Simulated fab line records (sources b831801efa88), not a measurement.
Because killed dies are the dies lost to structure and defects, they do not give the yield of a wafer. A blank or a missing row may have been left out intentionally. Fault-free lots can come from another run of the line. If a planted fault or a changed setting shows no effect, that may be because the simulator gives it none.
A single fault, viewed from 2 desks	flow sky130	what lay behind the numbers comes last; until then each desk has only its own

THE TOOL OWNER'S DESK: implanter-01
The tool's own readings at SKY_LDD_N_IMPLANT_08, given as means over the sampled wafers that have a number, one for each lot that went through this tool. A lot is out of limits, marked OUT, if its mean lies more than 4 standard deviations from the usual mean; the brackets give that distance.
Columns: A = beamOnS at SKY_LDD_N_IMPLANT_08, usual 10.01 s; B = doseIonsCm2 at SKY_LDD_N_IMPLANT_08, usual 7.503e+13; C = faradayCurrentUA at SKY_LDD_N_IMPLANT_08, usual 422
lot	first seen here	A	B	C
L168	day 18 07:17	9.85	7.500e+13	429
L171	day 19 01:57	10.01	7.503e+13	421
L174	day 20 09:03	10.02	7.507e+13	421
L180	day 22 18:52	10.14	6.684e+13 (-99 or more) OUT	372 (-5.5) OUT
L181	day 22 23:09	10.11	6.682e+13 (-99 or more) OUT	372 (-5.5) OUT
This desk's verdict: out of limits on L180, L181, starting with L180 at day 22 18:52 (doseIonsCm2 at SKY_LDD_N_IMPLANT_08). L168, L171, L174 stayed within limits.

THE METROLOGY DESK
Lot by lot, what the gauges showed, no matter which tool ran the lot: averages of those sampled wafers that carry a number. A lot is out of limits, marked OUT, if its mean lies more than 4 standard deviations from the usual mean; the brackets give that distance.
Columns: A = POLY_CUT_OVL at SKY_POLY_CUT_OVL_MEAS_09, usual -1 nm
lot	first seen here	A
L168	day 24 20:12	-3
L171	day 25 16:15	-1
L172	day 26 10:17	1
L173	day 26 13:02	-3
L174	day 26 21:03	6
L176	day 27 17:36	0
L179	day 28 15:02	4
L180	day 28 21:14	-2
L181	day 29 06:35	7
L187	day 30 23:32	-2
L189	day 31 19:18	-3
L190	day 32 03:23	1
Finding of this desk: none of the 12 lots has anything out of limits.

BROUGHT TOGETHER
On L180, L181, at day 22 18:52, an alarm was possible from the tool owner's desk.
Nothing out of limits was seen by the metrology desk.
The metrology desk has L180, L181 on record, within its limits.
On implanter-01, each named lot ran SKY_LDD_N_IMPLANT_08.

WHAT WAS PUT IN BY THE SIMULATOR
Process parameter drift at SKY_LDD_N_IMPLANT_08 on implanter-01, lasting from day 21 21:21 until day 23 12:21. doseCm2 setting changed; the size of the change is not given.
Shown lots that were struck: L180, L181.
Each desk's first reading out of limits, in hours after the fault started: the tool owner's desk, 22.
